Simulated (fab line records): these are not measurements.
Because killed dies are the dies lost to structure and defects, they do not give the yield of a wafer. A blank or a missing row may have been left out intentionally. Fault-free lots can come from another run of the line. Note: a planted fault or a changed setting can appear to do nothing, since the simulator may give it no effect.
Matching of chambers / flow sky130 / SKY_VIA2_ETCH_15 on rie_diel-02: 4 sister chambers
The step etches SiO2 in C4F8/O2/Ar, stops on TiN, target depth 546 nm, time 84 s. 8 wafers are shown with their chamber, then 9 later ones without.

== WAFERS, EACH WITH ITS CHAMBER ==
wafer=L083.2; chamber=3; oes_product_au (a.u.)=0.938
wafer=L090.2; chamber=2; oes_product_au (a.u.)=0.945
wafer=L091.3; chamber=1; oes_product_au (a.u.)=0.939
wafer=L091.4; chamber=3; oes_product_au (a.u.)=0.938
wafer=L091.6; chamber=0; oes_product_au (a.u.)=0.939
wafer=L092.1; chamber=0; oes_product_au (a.u.)=0.943
wafer=L092.2; chamber=1; oes_product_au (a.u.)=0.937
wafer=L092.4; chamber=2; oes_product_au (a.u.)=0.932

== WAFERS WITHOUT THEIR CHAMBER ==
wafer=L095.1; oes_product_au (a.u.)=0.934
wafer=L095.2; oes_product_au (a.u.)=0.937
wafer=L095.6; oes_product_au (a.u.)=0.945
wafer=L096.2; oes_product_au (a.u.)=0.945
wafer=L096.5; oes_product_au (a.u.)=0.943
wafer=L096.6; oes_product_au (a.u.)=0.949
wafer=L097.1; oes_product_au (a.u.)=0.944
wafer=L097.4; oes_product_au (a.u.)=0.941
wafer=L097.5; oes_product_au (a.u.)=0.942

== THE CHAMBER EACH PASSED THROUGH ==
wafer=L095.1; from the rows above=can't be placed: 1 or 3 or 2 or 0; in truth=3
wafer=L095.2; from the rows above=can't be placed: 1 or 3 or 2 or 0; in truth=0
wafer=L095.6; from the rows above=can't be placed: 0 or 2 or 1 or 3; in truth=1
wafer=L096.2; from the rows above=can't be placed: 0 or 2 or 1 or 3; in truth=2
wafer=L096.5; from the rows above=can't be placed: 0 or 2 or 1 or 3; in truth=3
wafer=L096.6; from the rows above=can't be placed: 0 or 2 or 1 or 3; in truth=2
wafer=L097.1; from the rows above=can't be placed: 0 or 2 or 1 or 3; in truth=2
wafer=L097.4; from the rows above=can't be placed: 0 or 2 or 1 or 3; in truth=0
wafer=L097.5; from the rows above=can't be placed: 0 or 2 or 1 or 3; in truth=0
Correct placement for 0 of the 9. From these rows, 9 cannot be placed; in 9 the true chamber is one of the candidates. 0 placed wrongly.
How it was worked out, from the rows above alone: a wafer's distance from a chamber is the root of the sum, over the readings, of the square of ((its reading less the chamber's mean) divided by the reading's scatter). The wafer belongs to the nearest chamber; if the next one is less than 2 further off, it can't be placed. Each chamber's mean is taken over the wafers shown for it. The scatter: the root of (the sum of the squares of (reading less its chamber's mean) over the shown wafers, divided by (wafers less chambers)).
